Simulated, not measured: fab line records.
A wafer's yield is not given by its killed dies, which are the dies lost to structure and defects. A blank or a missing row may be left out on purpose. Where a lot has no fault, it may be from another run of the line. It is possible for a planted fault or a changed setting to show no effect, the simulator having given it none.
The tool behind it: which one? || flow gf180mcu || 11 lots with 33 wafers sampled at 3 steps, on a route of 602 steps

WHAT THE GAUGES READ, wafer by wafer
GF_HV_LDD_THK_MEAS_57.
{"lot": "L315", "measured": "day 12 18:04", "on": "film metro-02", "HV_LDD_CVD_56_THK (nm)": "90.3 90.0 90.3"}
{"lot": "L319", "measured": "day 14 04:38", "on": "film metro-02", "HV_LDD_CVD_56_THK (nm)": "90.3 90.2 90.5"}
{"lot": "L320", "measured": "day 14 09:09", "on": "film metro-01", "HV_LDD_CVD_56_THK (nm)": "88.6 89.3 88.5"}
{"lot": "L322", "measured": "day 15 04:28", "on": "film metro-01", "HV_LDD_CVD_56_THK (nm)": "90.0 91.3 89.8"}
{"lot": "L323", "measured": "day 15 03:59", "on": "film metro-01", "HV_LDD_CVD_56_THK (nm)": "90.3 90.4 90.7"}
{"lot": "L324", "measured": "day 15 20:41", "on": "film metro-02", "HV_LDD_CVD_56_THK (nm)": "89.9 89.8 90.1"}
{"lot": "L325", "measured": "day 15 20:02", "on": "film metro-04", "HV_LDD_CVD_56_THK (nm)": "89.1 90.0 89.8"}
{"lot": "L329", "measured": "day 17 04:23", "on": "film metro-01", "HV_LDD_CVD_56_THK (nm)": "107.1 107.1 107.7"}
{"lot": "L330", "measured": "day 17 16:00", "on": "film metro-04", "HV_LDD_CVD_56_THK (nm)": "106.5 106.4 105.8"}
{"lot": "L334", "measured": "day 18 23:06", "on": "film metro-04", "HV_LDD_CVD_56_THK (nm)": "90.5 90.4 90.7"}
{"lot": "L335", "measured": "day 19 06:06", "on": "film metro-01", "HV_LDD_CVD_56_THK (nm)": "90.5 90.4 90.2"}

EACH LOT AND THE TOOL THAT RAN IT (in order: tool; ch and the chambers of the sampled wafers; start)
{"lot": "L315", "GF_VT_IMPLANT_STRIP_09": "plasma asher-03 ch 0,1, day 5 15:01", "GF_HV_LDD_CVD_56": "lpcvd-02 ch 1, day 12 16:38"}
{"lot": "L319", "GF_VT_IMPLANT_STRIP_09": "plasma asher-01 ch 0,1, day 6 14:46", "GF_HV_LDD_CVD_56": "lpcvd-02 ch 1, day 14 03:13"}
{"lot": "L320", "GF_VT_IMPLANT_STRIP_09": "plasma asher-02 ch 0,1, day 6 21:43", "GF_HV_LDD_CVD_56": "lpcvd-02 ch 1, day 14 07:43"}
{"lot": "L322", "GF_VT_IMPLANT_STRIP_09": "plasma asher-03 ch 0,1, day 7 10:46", "GF_HV_LDD_CVD_56": "lpcvd-02 ch 0, day 15 03:02"}
{"lot": "L323", "GF_VT_IMPLANT_STRIP_09": "plasma asher-02 ch 0,1, day 7 16:01", "GF_HV_LDD_CVD_56": "lpcvd-01 ch 1, day 15 02:34"}
{"lot": "L324", "GF_VT_IMPLANT_STRIP_09": "plasma asher-03 ch 0,1, day 7 23:01", "GF_HV_LDD_CVD_56": "lpcvd-01 ch 1, day 15 19:14"}
{"lot": "L325", "GF_VT_IMPLANT_STRIP_09": "plasma asher-03 ch 0,1, day 8 05:31", "GF_HV_LDD_CVD_56": "lpcvd-02 ch 0, day 15 18:37"}
{"lot": "L329", "GF_VT_IMPLANT_STRIP_09": "plasma asher-03 ch 0,1, day 9 06:07", "GF_HV_LDD_CVD_56": "lpcvd-01 ch 1, day 17 02:58"}
{"lot": "L330", "GF_VT_IMPLANT_STRIP_09": "plasma asher-02 ch 0,1, day 9 14:01", "GF_HV_LDD_CVD_56": "lpcvd-01 ch 1, day 17 14:34"}
{"lot": "L334", "GF_VT_IMPLANT_STRIP_09": "plasma asher-01 ch 0,1, day 10 09:28", "GF_HV_LDD_CVD_56": "lpcvd-02 ch 0, day 18 21:38"}
{"lot": "L335", "GF_VT_IMPLANT_STRIP_09": "plasma asher-01 ch 0,1, day 10 17:56", "GF_HV_LDD_CVD_56": "lpcvd-02 ch 0, day 19 04:40"}
- GF_VT_IMPLANT_STRIP_09: strips in O2/N2.
- GF_HV_LDD_CVD_56: deposits Si3N4 from DCS/NH3, target thk 90 nm, time 1543 s.

THE ANSWER, worked out from the rows above alone
Rule: the usual values come from the lots themselves. Put in order of their means at a reading, lots are off if they are a third of the lots or fewer, leave a main group of 4 or more, and stand apart from it by a gap of 3 or more times the standard deviation of the main group's means; of several such gaps the widest counts. If all means in a main group match to the digits the tables above print for the reading, that group is not used. A lot without any number at a reading at which 4 lots or more have one is off too. All remaining lots with rows at the step are treated as sound.
Off: L329, L330, seen at GF_HV_LDD_THK_MEAS_57 (HV_LDD_CVD_56_THK). The main group: mean 90.1 nm, standard deviation 0.52.
If a tool, at a process step before that reading, ran all the lots that are off and no sound lot after the first of them, it fits. Gauges at GF_HV_LDD_THK_MEAS_57: tried the same way as those tools. One fits: GF_HV_LDD_CVD_56 on lpcvd-01. A fault onset in the window from L324 (day 15 19:14, its last sound lot) to L329 (day 17 02:58, its first lot off) fits.

WHAT WAS PUT IN BY THE SIMULATOR
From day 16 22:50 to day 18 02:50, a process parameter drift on lpcvd-01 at GF_HV_LDD_CVD_56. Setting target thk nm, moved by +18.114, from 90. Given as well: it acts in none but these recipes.
Struck lots among those shown: L329, L330. The rule above reached the same finding.
